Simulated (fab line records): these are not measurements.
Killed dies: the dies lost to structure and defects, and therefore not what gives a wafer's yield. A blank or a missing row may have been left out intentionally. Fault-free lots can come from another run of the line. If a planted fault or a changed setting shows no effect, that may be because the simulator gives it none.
Comparing a struck lot with a sound one :: flow gf180mcu :: 13 steps out of a route of 602
Sound: wafers L337.2, L337.4, L337.6. Struck: wafers L341.1, L341.2, L341.3. The cause is named last.
Each step with rows lists, per side, the tool, then ch with its chambers, then its first start. Under that, the readings that differ: sound wafers :: struck wafers :: difference of the means :: sigmas: that difference in standard deviations of wafers without a fault.
alike: readings whose means differ by less than 2 such deviations, and words and numbers that are the same on both sides. not compared: withheld readings, readings that some wafer has no value for, bounds like >300 that may hide the same value, and numbers for which the record gives no deviation and whose values overlap.
A row with sigmas, a row that says differs or no value, or rows on one side alone: a step with any of these is where the two part. When numbers do not overlap yet have no deviation, they are printed without sigmas and do not part them. A reading missing from all wafers of one side parts the sides only when that side holds two or more wafers.

GF_V4_CD_MEAS_14: the cd target is 260 nm.
  struck on cd sem-01, day 29 07:32; sound on cd sem-01, day 28 06:55
  alike: cd nm
GF_V4_OVL_MEAS_15:
  struck on overlay-01, day 29 07:40; sound on overlay-01, day 28 07:01
  alike: V4_OVL
GF_V4_ETCH_16: etches BARC in N2/H2.
  sound on rie diel-03 ch 0,1,2, day 28 07:03; struck on rie diel-02 ch 0,1,2, day 29 07:42
  alike: drypump motor current A, n2 flow sccm, oes product au, throttle valve pct
then, 1 step without rows for these wafers: GF_V4_ETCH_17 (etches SiO2 in C4F8/O2/Ar, stops on TiN, target depth 630 nm).
GF_V4_STRIP_18: strips in O2/N2.
  sound on plasma asher-03 ch 0,1, day 28 07:11; struck on plasma asher-03 ch 0,1, day 29 07:50
  alike: drypump motor current A, heater power w, n2 flow sccm, oes product au
  not compared: rf hours counter h
then, 2 steps without rows for these wafers: GF_V4_STRIP_19 (strips in post etch residue remover, time 1200 s); GF_V4_CLEAN_20 (cleans in DIW).
GF_V4_SPUTTER_21: material Ti, target thk 15 nm, time 80.02 s.
  struck on pvd sputter-01, day 29 08:22; sound on pvd sputter-03, day 28 07:45
  alike: throttle valve pct
GF_V4_SPUTTER_22: material TiN, target thk 10 nm, time 40 s.
  struck on pvd sputter-01, day 29 08:25; sound on pvd sputter-03, day 28 07:49
  alike: throttle valve pct
GF_V4_CVD_23: deposits W, target thk 350 nm, time 104.9 s.
  sound on cvd w-01 ch 0,1, day 28 07:51; struck on cvd w-01 ch 0,1, day 29 08:28
  alike: heater power outer w, heater power w
GF_V4_RS_MEAS_24: measures by four-point-probe.
  struck on film metro-02, day 29 08:34; sound on film metro-02, day 28 07:59
  alike: V4_W_RS
GF_V4_THK_MEAS_25: measures by xrf.
  struck on film metro-02, day 29 08:41; sound on film metro-02, day 28 08:06
  alike: V4_W_THK
GF_V4_CMP_26: polishes, stops on SiO2, t overpolish 15 s, target thk 0 nm.
  sound on cmp-01 ch 0,2,3, day 28 08:09; struck on cmp-02 ch 1,2,3, day 29 08:45
  no value came back on the struck wafers for any of 6 readings (edge zone pressure frac, head pressure psi (psi) and others); on the sound wafers edge zone pressure frac reads 1.002 1.003 1.001
reading: model.W_of_V4_CVD_23.thk nm (nm)
sound: 0 0 0
struck: 349.6 355.5 346.8
difference: +350.6
sigmas: 

reading: model.SiO2_of_V4_CVD_02.thk nm (nm)
sound: 628.5 626.6 626.5
struck: 632.7 633.6 632.2
difference: +5.6
sigmas: 

== WHERE THEY PART ==
GF_V4_CMP_26 only, going by this record.

WHY: what the simulator had put in
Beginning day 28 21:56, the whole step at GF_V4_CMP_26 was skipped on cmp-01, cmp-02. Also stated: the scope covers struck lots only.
